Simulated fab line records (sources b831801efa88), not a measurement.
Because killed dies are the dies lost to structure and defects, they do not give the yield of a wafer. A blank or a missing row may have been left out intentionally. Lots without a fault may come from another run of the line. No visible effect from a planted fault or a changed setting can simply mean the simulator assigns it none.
Struck lot and sound lot, side by side :: flow sky130 :: 15 steps out of a route of 708
Sound: wafers L138.2, L138.3, L138.4. The struck wafers were L143.1, L143.3, L143.5. Last of all comes the cause.
At each step with rows: each side's tool, then ch and its chambers, then its first start. Under that, the readings that differ: sound wafers :: struck wafers :: difference of the means :: sigmas: that difference in standard deviations of wafers without a fault.
alike: readings whose means differ by less than 2 such deviations, and words and numbers that are the same on both sides. not compared: withheld readings, readings that some wafer has no value for, bounds like >300 that may hide the same value, and numbers for which the record gives no deviation and whose values overlap.
A row with sigmas, a row that says differs or no value, or rows on one side alone: a step with any of these is where the two part. Numbers that have no deviation but don't overlap get no sigmas and don't part them. A reading missing from all wafers of one side parts the sides only when that side holds two or more wafers.

first, 2 steps without rows for these wafers: SKY_CAPM_PEB_10; SKY_CAPM_DEVELOP_11 (develop time 60 s).
SKY_CAPM_OVL_MEAS_12:
  struck on overlay-02, day 40 03:29; sound on overlay-02, day 38 10:11
  alike: CAPM_OVL
SKY_CAPM_METAL_ETCH_13: etches TiN in Cl2/BCl3, stops on SiO2, target depth 220 nm, time 62.9 s.
  sound on rieMetal-04 ch 0,1, day 38 10:13; struck on rieMetal-04 ch 0,1, day 40 03:32
  alike: drypumpMotorCurrentA, oesProductAu, throttleValvePct
  not compared: rfHoursCounterH
SKY_CAPM_STRIP_14: strips in O2/N2.
  sound on plasmaAsher-02 ch 0,1, day 38 10:17; struck on plasmaAsher-02 ch 0,1, day 40 03:36
  alike: drypumpMotorCurrentA, oesProductAu, stripTimeToEndpointS
  not compared: rfHoursCounterH
then, 7 steps without rows for these wafers: SKY_CAPM_STRIP_15 (strips in post etch residue remover, time 1200 s); SKY_CAPM_CLEAN_16 (cleans in IPA, time 180 s); SKY_CAPM_CLEAN_17 (cleans in O3/DIW); SKY_METAL3_DEHYDRATE_05 (time 60 s); SKY_METAL3_HMDS_06 (prime time 60 s); SKY_METAL3_COAT_07 (resist thk 60 nm); SKY_METAL3_COAT_08 (resist thk 1140 nm).
SKY_METAL3_SOFTBAKE_09: time 90 s.
  sound on lithoTrack-01 ch 0, day 38 23:00; struck on lithoTrack-04 ch 0, day 40 15:00
reading: heaterPowerTotalW (W)
sound: 57.30 57.18 57.32
struck: 58.92 58.97 58.80
difference: +1.63
sigmas: +14

reading: plateTempC (C)
sound: 99.80 99.84 99.97
struck: 101.66 101.88 101.82
difference: +1.92
sigmas: +16
  alike: chillPlateTempC
then, 1 step without rows for these wafers: SKY_METAL3_EXPOSE_10 (exposes mask MM3, target cd 300 nm).
SKY_PAD_OPEN_PROBE_99:
  rows exist in the record for the sound wafers here (prober-01, day 46 13:26), none for the struck ones

WHERE THEY PART
Last at SKY_PAD_OPEN_PROBE_99 as far as this record goes, first at SKY_METAL3_SOFTBAKE_09.

WHY: the cause the simulator had injected
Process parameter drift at SKY_METAL3_SOFTBAKE_09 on lithoTrack-04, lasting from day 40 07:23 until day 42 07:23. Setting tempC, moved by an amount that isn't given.
